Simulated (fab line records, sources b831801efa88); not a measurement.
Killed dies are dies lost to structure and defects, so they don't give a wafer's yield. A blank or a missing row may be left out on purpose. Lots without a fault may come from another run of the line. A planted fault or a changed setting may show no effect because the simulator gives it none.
fab line records | flow sfq_line
record lots=5 wafers=23
route steps=325 shown M1@59 I1@74 M2@89 I2@104
start_h: hours from the record's first day to the start of the lot's first wafer shown | wait_h: hours since the lot's step before | " the same as in the row above | L1.1+2: a row that stands for several wafers | - no value, or no start given | * or withheld: withheld | < > ~ a bound
route shown NAME@n: a module of which the file shows steps, and the number in the route of the first | usual: mean/standard deviation of fault-free wafers | same: alike in all rows | chamber/n: place in a boat | sites: the reading at each site | _std_site: their standard deviation | _edge_site: outer sites' mean less inner sites' | radius_mm: how far each site lies from the wafer's centre | mask NAME#n: copy n | behind: the tool/chamber that last shaped the wafer | hold: why the lot was held/for how many hours/how that ended | device: the transistor (n, p or np) that didn't switch | end of line: the same wafers' tests at the end of the route | a step without rows: its recipe alone | killed: dies lost to structure and defects at the first sort, not the wafer's yield | map: a wafer's dies, x killed, . not, _ none there
set.NAME: the setting as run; set.NAME@STEP: as run at that earlier step | model.NAME: the simulator's own value behind a step, which no gauge read
lots whose settings were changed on purpose; a table a step, a row a wafer
## steps
# step SFQ_TRILAYER_M1_DEP_SPUTTER_037
# recipe material=Nb base_pressure_pa=1.33e-06 chamber_pressure_pa=0.1333 substrate_temp_c=20 resputter_cathode_voltage_v=400 target_thk_nm=200 power_w=2000 time_s=133.3
# columns lot.wafer tool chamber start_h wait_h set.time_s model.Nb_of_TRILAYER_M1_DEP_SPUTTER_037.thk_nm
L074.1 pvd_sputter-06 - 298.70 0.0 133.3 195
L074.2 " - " " 147.8 220.1
L074.3 " - " " 133.3 194.7
L074.5 " - " " 133.3 194.8
L074.6 " - " " 147.8 223.1
L075.1 pvd_sputter-05 - 304.70 0.0 133.3 198.7
L075.2 " - " " 133.3 197.2
L075.3 " - " " 133.3 201.2
L075.5 " - " " 133.3 198.5
L075.6 " - " " 133.3 201.1
L078.1 pvd_sputter-03 - 339.09 0.0 125.4 188.8
L078.2 " - " " 125.4 186.8
L078.3 " - " " 133.3 202.1
L078.4 " - " " 125.4 189.5
L078.5 " - " " 133.3 203.2
L079.2 pvd_sputter-06 - 341.59 0.0 133.3 197.7
L079.4 " - " " 133.3 197.4
L079.6 " - " " 133.3 198.1
L082.2 pvd_sputter-03 - 357.19 0.0 133.3 198
L082.3 " - " " 133.3 199.8
L082.4 " - " " 133.3 202.1
L082.5 " - " " 133.3 199.6
L082.6 " - " " 133.3 198.8
# step SFQ_M1_RS_MEAS_909
# recipe thk_meas_gauge=four-point-probe reads=Nb_of_TRILAYER_M1_DEP_SPUTTER_037
# usual M1_NB_RS=0.896/0.0092
# columns lot.wafer tool chamber start_h wait_h set.time_s@TRILAYER_M1_DEP_SPUTTER_037 M1_NB_RS[ohm/sq]
L074.1 film_metro-01 - 298.80 0.0 133.3 0.912
L074.2 " - " " 147.8 0.808
L074.3 " - " " 133.3 0.914
L074.5 " - " " 133.3 0.913
L074.6 " - " " 147.8 0.796
L075.1 film_metro-02 - 304.80 0.0 133.3 0.896
L075.2 " - " " 133.3 0.902
L075.3 " - " " 133.3 0.883
L075.5 " - " " 133.3 0.896
L075.6 " - " " 133.3 0.885
L078.1 film_metro-02 - 339.18 0.0 125.4 0.945
L078.2 " - " " 125.4 0.955
L078.3 " - " " 133.3 0.882
L078.4 " - " " 125.4 0.939
L078.5 " - " " 133.3 0.876
L079.2 film_metro-02 - 341.70 0.1 133.3 0.899
L079.4 " - " " 133.3 0.903
L079.6 " - " " 133.3 0.899
L082.2 film_metro-04 - 357.30 0.1 133.3 0.897
L082.3 " - " " 133.3 0.888
L082.4 " - " " 133.3 0.878
L082.5 " - " " 133.3 0.890
L082.6 " - " " 133.3 0.895
# step SFQ_TRILAYER_M1_LITHO_COAT_044
# recipe resist=BARC spin_rpm=3000 resist_thk_nm=62
# columns lot.wafer tool chamber start_h wait_h set.resist_thk_nm model.BARC_of_TRILAYER_M1_LITHO_COAT_044.thk_nm
L074.1 litho_track-02 0 298.98 0.1 62 62.09
L074.2 " 0 " " 62 61.88
L074.3 " 0 " " 62 61.92
L074.5 " 0 " " 62 61.82
L074.6 " 0 " " 62 61.95
L075.1 litho_track-03 0 304.98 0.1 60.87 60.76
L075.2 " 0 " " 60.87 60.89
L075.3 " 0 " " 60.87 60.91
L075.5 " 0 " " 62 62.18
L075.6 " 0 " " 62 62.03
L078.1 litho_track-04 0 339.36 0.1 62 61.55
L078.2 " 0 " " 59.59 59.49
L078.3 " 0 " " 62 61.63
L078.4 " 0 " " 59.59 59.2
L078.5 " 0 " " 59.59 59.33
L079.2 litho_track-02 0 341.91 0.1 62 62.11
L079.4 " 0 " " 62 61.82
L079.6 " 0 " " 62 61.84
L082.2 litho_track-04 0 357.51 0.1 64.82 64.86
L082.3 " 0 " " 62 61.87
L082.4 " 0 " " 62 61.95
L082.5 " 0 " " 64.82 64.82
L082.6 " 0 " " 62 61.98
# step SFQ_TRILAYER_M1_LITHO_COAT_039
# recipe resist=KrF spin_rpm=3000 resist_thk_nm=600
# step SFQ_TRILAYER_M1_LITHO_SOFTBAKE_043
# recipe temp_c=withheld time_s=withheld resist=KrF
# step SFQ_TRILAYER_M1_BARC_OPEN_METAL_ETCH_054
# recipe mask_material=PR chemistry=O2 target_depth_nm=125 target=BARC icp_w=600 bias_w=80 pressure_mtorr=10 time_s=41.7
# step SFQ_TRILAYER_M1_ETCH_METAL_ETCH_042
# recipe target=Nb stop_on=SiO2 mask_material=PR chemistry=Cl2/Ar target_depth_nm=240 icp_w=592.6 bias_w=80 pressure_mtorr=10 time_s=120
# usual oes_product_au=0.890/0.0064
# columns lot.wafer tool chamber start_h wait_h set.time_s@TRILAYER_M1_DEP_SPUTTER_037 oes_product_au
L074.1 rie_metal-01 1 318.87 0.0 133.3 0.880
L074.2 " 0 " " 147.8 0.947
L074.3 " 1 " " 133.3 0.877
L074.5 " 1 " " 133.3 0.886
L074.6 " 0 " " 147.8 0.949
L075.1 rie_metal-02 0 322.47 0.0 133.3 0.889
L075.2 " 1 " " 133.3 0.889
L075.3 " 0 " " 133.3 0.892
L075.5 " 0 " " 133.3 0.891
L075.6 " 1 " " 133.3 0.900
L078.1 rie_metal-04 1 348.67 0.0 125.4 0.850
L078.2 " 0 " " 125.4 0.866
L078.3 " 0 " " 133.3 0.888
L078.4 " 1 " " 125.4 0.859
L078.5 " 0 " " 133.3 0.909
L079.2 rie_metal-01 0 349.87 0.0 133.3 0.889
L079.4 " 0 " " 133.3 0.891
L079.6 " 1 " " 133.3 0.898
L082.2 rie_metal-02 0 365.57 0.0 133.3 0.881
L082.3 " 1 " " 133.3 0.886
L082.4 " 0 " " 133.3 0.899
L082.5 " 1 " " 133.3 0.889
L082.6 " 0 " " 133.3 0.886
# step SFQ_TRILAYER_I1_CMP_CMP_046
# recipe material=SiO2 down_force_psi=3 platen_rpm=60 pad_velocity_m_s=0.94248
# columns lot.wafer tool chamber start_h wait_h set.leave_above_ref_nm model.SiO2_of_TRILAYER_I1_DEP_PECVD_045.thk_nm
L074.3 cmp-01 1 321.44 1.6 191.5 192.5
L074.2 " 2 " " 200 200.1
L074.1 " 3 " " 191.5 191.1
L074.6 " 0 " " 200 199.6
L074.5 " 1 " " 200 199.8
L075.2 cmp-01 0 323.94 0.5 200 200
L075.1 " 2 324.94 1.5 213.9 213.6
L075.3 " 3 " " 213.9 214.3
L075.6 " 0 " " 200 199.1
L075.5 " 1 " " 200 200.6
L078.3 cmp-01 3 350.25 0.6 205.5 203.3
L078.1 " 0 " " 200 199
L078.4 " 1 " " 205.5 205.5
L078.2 " 2 " " 200 200
L078.5 " 3 " " 200 200.4
L079.2 cmp-02 0 351.87 1.1 200 201.2
L079.4 " 1 " " 200 200.4
L079.6 " 0 353.87 3.0 200 200
L082.4 cmp-02 0 366.73 0.0 185.8 186.5
L082.3 " 2 367.73 1.0 185.8 186.2
L082.2 " 3 " " 200 199
L082.6 " 0 " " 200 200
L082.5 " 1 " " 200 199.7
# step SFQ_TRILAYER_I1_METRO_MEASURE_047
# usual thk_nm=200.3/0.75
# columns lot.wafer tool chamber start_h wait_h set.leave_above_ref_nm@TRILAYER_I1_CMP_CMP_046 thk_nm
L074.1 film_metro-02 - 324.06 0.1 191.5 191.1
L074.2 " - " " 200 200.0
L074.3 " - " " 191.5 192.5
L074.5 " - " " 200 199.9
L074.6 " - " " 200 199.6
L075.1 film_metro-02 - 327.06 0.1 213.9 213.7
L075.2 " - " " 200 200.2
L075.3 " - " " 213.9 214.2
L075.5 " - " " 200 200.6
L075.6 " - " " 200 199.2
L078.1 film_metro-03 - 353.37 0.1 200 199.0
L078.2 " - " " 200 199.9
L078.3 " - " " 205.5 203.3
L078.4 " - " " 205.5 205.3
L078.5 " - " " 200 200.5
L079.2 film_metro-02 - 355.19 0.3 200 201.3
L079.4 " - " " 200 200.4
L079.6 " - " " 200 199.9
L082.2 film_metro-03 - 370.05 0.3 200 199.1
L082.3 " - " " 185.8 186.1
L082.4 " - " " 185.8 186.5
L082.5 " - " " 200 199.9
L082.6 " - " " 200 200.1
# step SFQ_TRILAYER_I1_VIA_ETCH_VIA_ETCH_052
# recipe target=SiO2 stop_on=Nb mask_material=PR taper_deg=20 chemistry=CHF3 target_depth_nm=260 source_w=500 bias_w=80 pressure_mtorr=30 time_s=withheld
# usual oes_product_au=0.856/0.0045
# columns lot.wafer tool chamber start_h wait_h set.bias_w set.leave_above_ref_nm@TRILAYER_I1_CMP_CMP_046 oes_product_au model.I1.feature_depth_nm
L074.1 rie_diel-02 2 340.25 0.0 85.71 191.5 0.837 191.7
L074.2 " 0 " " 80 200 0.849 200.1
L074.3 " 3 " " 80 191.5 0.837 192.5
L074.5 " 2 " " 85.71 200 0.859 200.4
L074.6 " 0 " " 80 200 0.848 199.6
L075.1 rie_diel-04 0 342.65 0.0 76.73 213.9 0.881 213.6
L075.2 " 3 " " 80 200 0.854 200
L075.3 " 1 " " 80 213.9 0.893 214.3
L075.5 " 1 " " 80 200 0.856 200.6
L075.6 " 0 " " 76.73 200 0.859 199.1
L078.1 rie_diel-03 0 361.95 0.0 74.16 200 0.845 199
L078.2 " 2 " " 80 200 0.860 200
L078.3 " 1 " " 74.16 205.5 0.862 203.3
L078.4 " 3 " " 74.16 205.5 0.875 205.5
L078.5 " 2 " " 80 200 0.859 200.4
L079.2 rie_diel-02 3 364.35 0.0 80 200 0.852 201.2
L079.4 " 1 " " 80 200 0.855 200.4
L079.6 " 3 " " 80 200 0.857 200
L082.2 rie_diel-03 3 379.95 0.0 80 200 0.856 199
L082.3 " 1 " " 80 185.8 0.818 186.2
L082.4 " 2 " " 72.76 185.8 0.823 186.5
L082.5 " 0 " " 72.76 200 0.857 199.7
L082.6 " 3 " " 72.76 200 0.858 200
# step SFQ_TRILAYER_M2_DEP_SPUTTER_055
# recipe material=Nb base_pressure_pa=1.33e-06 chamber_pressure_pa=0.1333 substrate_temp_c=20 resputter_cathode_voltage_v=400 target_thk_nm=200 power_w=2000 time_s=133.3
# columns lot.wafer tool chamber start_h wait_h set.power_w model.Nb_of_TRILAYER_M2_DEP_SPUTTER_055.thk_nm
L074.1 pvd_sputter-03 - 342.17 0.0 2192 221.6
L074.2 " - " " 2192 220
L074.3 " - " " 2000 201.8
L074.5 " - " " 2000 201.7
L074.6 " - " " 2000 203.2
L075.1 pvd_sputter-04 - 343.57 0.0 2144 211.3
L075.2 " - " " 2144 211.7
L075.3 " - " " 2000 197.7
L075.5 " - " " 2000 197.9
L075.6 " - " " 2000 198.8
L078.1 pvd_sputter-06 - 362.87 0.0 2000 202
L078.2 " - " " 1770 176.9
L078.3 " - " " 1770 179.4
L078.4 " - " " 1770 177.5
L078.5 " - " " 2000 201.5
L079.2 pvd_sputter-04 - 365.27 0.0 2000 199.8
L079.4 " - " " 2000 201.6
L079.6 " - " " 2000 198.3
L082.2 pvd_sputter-06 - 381.05 0.0 2000 203.8
L082.3 " - " " 2000 202
L082.4 " - " " 2000 199
L082.5 " - " " 2000 201.2
L082.6 " - " " 2000 202.2
# step SFQ_M2_RS_MEAS_914
# recipe thk_meas_gauge=four-point-probe reads=Nb_of_TRILAYER_M2_DEP_SPUTTER_055
# usual M2_NB_RS=0.890/0.0094
# columns lot.wafer tool chamber start_h wait_h set.power_w@TRILAYER_M2_DEP_SPUTTER_055 M2_NB_RS[ohm/sq]
L074.1 film_metro-01 - 342.26 0.0 2192 0.800
L074.2 " - " " 2192 0.809
L074.3 " - " " 2000 0.883
L074.5 " - " " 2000 0.881
L074.6 " - " " 2000 0.876
L075.1 film_metro-01 - 343.66 0.0 2144 0.842
L075.2 " - " " 2144 0.839
L075.3 " - " " 2000 0.901
L075.5 " - " " 2000 0.900
L075.6 " - " " 2000 0.894
L078.1 film_metro-01 - 362.96 0.0 2000 0.879
L078.2 " - " " 1770 1.005
L078.3 " - " " 1770 0.993
L078.4 " - " " 1770 1.004
L078.5 " - " " 2000 0.884
L079.2 film_metro-02 - 365.38 0.1 2000 0.890
L079.4 " - " " 2000 0.882
L079.6 " - " " 2000 0.897
L082.2 film_metro-01 - 381.16 0.1 2000 0.871
L082.3 " - " " 2000 0.880
L082.4 " - " " 2000 0.894
L082.5 " - " " 2000 0.884
L082.6 " - " " 2000 0.879
# step SFQ_TRILAYER_M2_LITHO_COAT_062
# recipe resist=BARC spin_rpm=3000 resist_thk_nm=62
# columns lot.wafer tool chamber start_h wait_h set.spin_rpm model.BARC_of_TRILAYER_M2_LITHO_COAT_062.thk_nm
L074.1 litho_track-01 0 342.44 0.1 2860 63.82
L074.2 " 0 " " 2860 63.71
L074.3 " 0 " " 2860 63.76
L074.5 " 0 " " 3000 62.16
L074.6 " 0 " " 3000 62.13
L075.1 litho_track-02 0 343.84 0.1 2791 64.43
L075.2 " 0 " " 2791 64.33
L075.3 " 0 " " 2791 64.42
L075.5 " 0 " " 3000 62.02
L075.6 " 0 " " 3000 62.26
L078.1 litho_track-04 0 363.14 0.1 2867 63.56
L078.2 " 0 " " 2867 63.53
L078.3 " 0 " " 3000 62.16
L078.4 " 0 " " 3000 62.19
L078.5 " 0 " " 3000 62.11
L079.2 litho_track-01 0 365.59 0.1 3000 61.68
L079.4 " 0 " " 3000 61.92
L079.6 " 0 " " 3000 61.78
L082.2 litho_track-04 0 381.37 0.1 3120 61.12
L082.3 " 0 " " 3120 61.17
L082.4 " 0 " " 3120 61.08
L082.5 " 0 " " 3000 62.31
L082.6 " 0 " " 3000 62.15
# step SFQ_TRILAYER_M2_LITHO_COAT_057
# recipe resist=KrF spin_rpm=3000 resist_thk_nm=607.5
# step SFQ_TRILAYER_M2_LITHO_SOFTBAKE_061
# recipe temp_c=withheld time_s=withheld resist=KrF
# step SFQ_TRILAYER_M2_BARC_OPEN_METAL_ETCH_077
# recipe mask_material=PR chemistry=O2 target_depth_nm=125 target=BARC icp_w=600 bias_w=80 pressure_mtorr=10 time_s=43.06
# step SFQ_TRILAYER_M2_ETCH_METAL_ETCH_060
# recipe target=Nb stop_on=SiO2 mask_material=PR chemistry=Cl2/Ar target_depth_nm=240 icp_w=600 bias_w=80 pressure_mtorr=10 time_s=120
# usual oes_product_au=0.895/0.0058
# columns lot.wafer tool chamber start_h wait_h set.power_w@TRILAYER_M2_DEP_SPUTTER_055 oes_product_au
L074.1 rie_metal-03 1 486.57 0.0 2192 0.954
L074.2 " 0 " " 2192 0.946
L074.3 " 0 " " 2000 0.898
L074.5 " 0 " " 2000 0.890
L074.6 " 1 " " 2000 0.899
L075.1 rie_metal-03 0 490.16 0.0 2144 0.924
L075.2 " 1 " " 2144 0.934
L075.3 " 0 " " 2000 0.891
L075.5 " 0 " " 2000 0.895
L075.6 " 1 " " 2000 0.890
L078.1 rie_metal-02 0 514.16 0.0 2000 0.899
L078.2 " 1 " " 1770 0.836
L078.3 " 1 " " 1770 0.841
L078.4 " 0 " " 1770 0.832
L078.5 " 1 " " 2000 0.900
L079.2 rie_metal-02 0 517.76 0.0 2000 0.898
L079.4 " 1 " " 2000 0.898
L079.6 " 0 " " 2000 0.894
L082.2 rie_metal-02 0 536.11 0.1 2000 0.906
L082.3 " 1 " " 2000 0.898
L082.4 " 0 " " 2000 0.898
L082.5 " 0 " " 2000 0.909
L082.6 " 1 " " 2000 0.898
# step SFQ_TRILAYER_I2_CMP_CMP_064
# recipe material=SiO2 down_force_psi=3 platen_rpm=60 pad_velocity_m_s=0.94248
# columns lot.wafer tool chamber start_h wait_h set.leave_above_ref_nm model.SiO2_of_TRILAYER_I2_DEP_PECVD_063.thk_nm
L074.3 cmp-02 1 488.19 0.7 200 199.5
L074.2 " 2 " " 200 200.4
L074.1 " 3 " " 212.1 210.5
L074.5 " 1 490.19 2.6 200 198.3
L074.6 " 2 " " 212.1 213
L075.2+1 cmp-01 2,0 491.14 0.0 200 201.5
L075.3 " 1 492.64 1.5 200 201.2
L075.5 " 2 " " 200 202.1
L075.6 " 3 " " 200 201.1
L078.1 cmp-01 1 515.16 0.0 194.9 194.9
L078.2 " 2 " " 194.9 195.6
L078.4 " 3 " " 200 200.7
L078.3 " 0 " " 194.9 195.8
L078.5 " 2 517.66 2.5 200 200.3
L079.4 cmp-01 2 518.76 0.0 200 202.7
L079.2 " 0 519.76 1.0 200 200.5
L079.6 " 2 520.76 2.0 200 200.8
L082.3 cmp-02 3 537.67 0.4 200 199.5
L082.2 " 0 " " 206.1 206.3
L082.4 " 1 " " 206.1 204.9
L082.5 " 3 539.67 2.3 206.1 205.3
L082.6 " 0 " " 200 199.1
# step SFQ_TRILAYER_I2_METRO_MEASURE_065
# usual thk_nm=200.1/0.94
# columns lot.wafer tool chamber start_h wait_h set.leave_above_ref_nm@TRILAYER_I2_CMP_CMP_064 thk_nm
L074.1 film_metro-01 - 491.31 0.1 212.1 210.5
L074.2 " - " " 200 200.4
L074.3 " - " " 200 199.3
L074.5 " - " " 200 198.4
L074.6 " - " " 212.1 212.8
L075.1 film_metro-01 - 494.26 0.1 200 201.7
L075.2 " - " " 200 201.5
L075.3 " - " " 200 201.3
L075.5 " - " " 200 201.9
L075.6 " - " " 200 201.1
L078.1 film_metro-01 - 518.28 0.1 194.9 194.9
L078.2 " - " " 194.9 195.7
L078.3 " - " " 194.9 195.8
L078.4 " - " " 200 200.6
L078.5 " - " " 200 200.3
L079.2 film_metro-03 - 522.08 0.3 200 200.5
L079.4 " - " " 200 202.6
L079.6 " - " " 200 200.9
L082.2 film_metro-04 - 540.99 0.3 206.1 206.4
L082.3 " - " " 200 199.4
L082.4 " - " " 206.1 204.8
L082.5 " - " " 206.1 205.4
L082.6 " - " " 200 199.1
## key
split step=SFQ_TRILAYER_M1_DEP_SPUTTER_037 setting=time_s stated=133.3 by=wafer
response step=SFQ_TRILAYER_M1_DEP_SPUTTER_037 reading=model.Nb_of_TRILAYER_M1_DEP_SPUTTER_037.thk_nm change=+2.45 per=1% r=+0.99
response step=SFQ_M1_RS_MEAS_909 reading=M1_NB_RS change=-0.0104 per=1% r=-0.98
response step=SFQ_TRILAYER_M1_ETCH_METAL_ETCH_042 reading=oes_product_au change=+0.00631 per=1% r=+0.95
split step=SFQ_TRILAYER_M1_LITHO_COAT_044 setting=resist_thk_nm stated=62 by=wafer
response step=SFQ_TRILAYER_M1_LITHO_COAT_044 reading=model.BARC_of_TRILAYER_M1_LITHO_COAT_044.thk_nm change=+0.621 per=1% r=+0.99
split step=SFQ_TRILAYER_I1_CMP_CMP_046 setting=leave_above_ref_nm stated=200 by=wafer
response step=SFQ_TRILAYER_I1_CMP_CMP_046 reading=model.SiO2_of_TRILAYER_I1_DEP_PECVD_045.thk_nm change=+1.92 per=1% r=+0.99
response step=SFQ_TRILAYER_I1_METRO_MEASURE_047 reading=thk_nm change=+1.92 per=1% r=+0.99
response step=SFQ_TRILAYER_I1_VIA_ETCH_VIA_ETCH_052 reading=oes_product_au change=+0.00462 per=1% r=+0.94
response step=SFQ_TRILAYER_I1_VIA_ETCH_VIA_ETCH_052 reading=model.I1.feature_depth_nm change=+1.91 per=1% r=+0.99
split step=SFQ_TRILAYER_I1_VIA_ETCH_VIA_ETCH_052 setting=bias_w stated=80 by=wafer
response none clear
split step=SFQ_TRILAYER_M2_DEP_SPUTTER_055 setting=power_w stated=2000 by=wafer
response step=SFQ_TRILAYER_M2_DEP_SPUTTER_055 reading=model.Nb_of_TRILAYER_M2_DEP_SPUTTER_055.thk_nm change=+1.98 per=1% r=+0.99
response step=SFQ_M2_RS_MEAS_914 reading=M2_NB_RS change=-0.0091 per=1% r=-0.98
response step=SFQ_TRILAYER_M2_ETCH_METAL_ETCH_060 reading=oes_product_au change=+0.00549 per=1% r=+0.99
split step=SFQ_TRILAYER_M2_LITHO_COAT_062 setting=spin_rpm stated=3000 by=wafer
response step=SFQ_TRILAYER_M2_LITHO_COAT_062 reading=model.BARC_of_TRILAYER_M2_LITHO_COAT_062.thk_nm change=-0.319 per=1% r=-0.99
split step=SFQ_TRILAYER_I2_CMP_CMP_064 setting=leave_above_ref_nm stated=200 by=wafer
response step=SFQ_TRILAYER_I2_CMP_CMP_064 reading=model.SiO2_of_TRILAYER_I2_DEP_PECVD_063.thk_nm change=+2.03 per=1% r=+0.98
response step=SFQ_TRILAYER_I2_METRO_MEASURE_065 reading=thk_nm change=+2.03 per=1% r=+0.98
